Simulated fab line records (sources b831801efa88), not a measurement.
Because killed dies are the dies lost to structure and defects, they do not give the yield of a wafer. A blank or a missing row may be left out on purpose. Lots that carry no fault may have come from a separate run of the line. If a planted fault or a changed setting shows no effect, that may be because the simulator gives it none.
Chamber matching / flow sky130 / 4 sister chambers for SKY_VIA1_ETCH_15 on rie_diel-01
The step etches SiO2 in C4F8/O2/Ar, stops on TiN, target depth 351 nm, time 54 s. 7 wafers are shown with their chamber, then 7 later ones without.

## WAFERS WITH THEIR CHAMBER
wafer=L458.6; chamber=2; oes_product_au (a.u.)=0.982
wafer=L461.6; chamber=0; oes_product_au (a.u.)=0.983
wafer=L463.2; chamber=1; oes_product_au (a.u.)=0.984
wafer=L463.4; chamber=2; oes_product_au (a.u.)=0.973
wafer=L463.5; chamber=1; oes_product_au (a.u.)=0.975
wafer=L474.2; chamber=0; oes_product_au (a.u.)=0.977
wafer=L474.3; chamber=3; oes_product_au (a.u.)=0.984

## WAFERS WITHOUT THEIR CHAMBER
wafer=L474.6; oes_product_au (a.u.)=0.980
wafer=L477.1; oes_product_au (a.u.)=0.980
wafer=L477.3; oes_product_au (a.u.)=0.988
wafer=L477.5; oes_product_au (a.u.)=0.987
wafer=L478.2; oes_product_au (a.u.)=0.969
wafer=L478.3; oes_product_au (a.u.)=0.989
wafer=L478.5; oes_product_au (a.u.)=0.975

## WHICH CHAMBER EACH WENT THROUGH
wafer=L474.6; from the rows above=can't be placed: 0 or 1 or 2 or 3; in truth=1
wafer=L477.1; from the rows above=can't be placed: 0 or 1 or 2 or 3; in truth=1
wafer=L477.3; from the rows above=can't be placed: 3 or 0 or 1 or 2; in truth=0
wafer=L477.5; from the rows above=can't be placed: 3 or 0 or 1 or 2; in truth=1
wafer=L478.2; from the rows above=can't be placed: 2 or 1 or 0 or 3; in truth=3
wafer=L478.3; from the rows above=can't be placed: 3 or 0 or 1 or 2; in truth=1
wafer=L478.5; from the rows above=can't be placed: 2 or 1 or 0 or 3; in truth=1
Placed correctly: 0 of 7. Can't be placed from these rows: 7 (the true chamber is among the candidates in 7). 0 placed wrongly.
How it was worked out, from the rows above alone: a wafer's distance from a chamber is the root of the sum, over the readings, of the square of ((its reading less the chamber's mean) divided by the reading's scatter). If the next closest chamber is less than 2 further off than the closest, the wafer can't be placed; otherwise it belongs to the closest. A chamber's mean is the mean of its shown wafers. The scatter is the square root of a quotient: the sum, over the shown wafers, of each reading's squared deviation from its chamber's mean, divided by wafers minus chambers.
